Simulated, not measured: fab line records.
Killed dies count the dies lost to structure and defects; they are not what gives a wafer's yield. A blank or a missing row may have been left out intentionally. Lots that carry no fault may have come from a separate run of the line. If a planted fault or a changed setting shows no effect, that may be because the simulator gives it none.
Matching of chambers | flow sky130 | 4 sister chambers for SKY_VIA1_CMP_24 on cmp-01
The step polishes, stops on SiO2, t overpolish 15 s, target thk 0 nm. 14 wafers are shown with their chamber, then 7 later ones without.

== WAFERS, EACH WITH ITS CHAMBER ==
wafer  | chamber | motor current A (A) | time to endpoint s (s) | overpolish run s (s)
L727.4 | 1       | 9.9                 | 61.2                   | 15.004
L727.5 | 0       | 11.5                | 66.4                   | 14.991
L727.6 | 3       | 11.1                | 64.2                   | 15.004
L728.2 | 3       | 10.5                | 65.8                   | 14.998
L728.3 | 1       | 9.6                 | 66.2                   | 14.998
L728.4 | 0       | 10.8                | 64.8                   | 15.007
L729.2 | 2       | 12.4                | 63.2                   | 15.003
L729.4 | 3       | 10.8                | 60.0                   | 14.995
L729.5 | 1       | 9.8                 | 64.2                   | 15.013
L731.3 | 0       | 11.2                | 66.0                   | 15.014
L731.4 | 2       | 12.1                | 61.6                   | 15.013
L731.6 | 3       | 11.0                | 62.6                   | 15.006
L733.1 | 0       | 10.9                | 63.6                   | 15.024
L733.4 | 1       | 10.4                | 61.4                   | 14.992

SIGNATURES (averages over the wafers above)
reading            | chamber 0 | chamber 1 | chamber 2 | chamber 3 | scatter within a chamber
motor current A    | 11.100    | 9.925     | 12.250    | 10.850    | 0.3
time to endpoint s | 65.200    | 63.250    | 62.400    | 63.150    | 2.04
overpolish run s   | 15.00900  | 15.00175  | 15.00800  | 15.00075  | 0.00973
Rule: a wafer's distance from a chamber is the root of the sum, over the readings, of the square of ((its reading less the chamber's mean) divided by the reading's scatter). If the next closest chamber is less than 2 further off than the closest, the wafer can't be placed; otherwise it belongs to the closest. The scatter is the square root of a quotient: the sum, over the shown wafers, of each reading's squared deviation from its chamber's mean, divided by wafers minus chambers.

== WAFERS WHOSE CHAMBER IS MISSING ==
wafer  | motor current A (A) | time to endpoint s (s) | overpolish run s (s)
L733.5 | 12.0                | 66.1                   | 14.979
L740.1 | 10.4                | 66.5                   | 15.000
L740.3 | 10.7                | 66.2                   | 14.999
L740.4 | 10.6                | 69.4                   | 14.996
L743.3 | 12.6                | 66.7                   | 15.004
L743.5 | 10.3                | 71.1                   | 14.987
L743.6 | 11.9                | 69.6                   | 14.997

== EACH ONE'S CHAMBER ==
wafer  | from the rows above          | in truth
L733.5 | can't be placed: 2 or 0 or 3 | 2
L740.1 | can't be placed: 3 or 1 or 0 | 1
L740.3 | can't be placed: 3 or 0 or 1 | 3
L740.4 | can't be placed: 0 or 3 or 1 | 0
L743.3 | 2                            | 2
L743.5 | can't be placed: 1 or 3 or 0 | 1
L743.6 | can't be placed: 0 or 2 or 3 | 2
1 of 7 placed correctly. Not placeable from these rows: 6 (in 6, the candidates include the true chamber). Placed wrongly: 0.
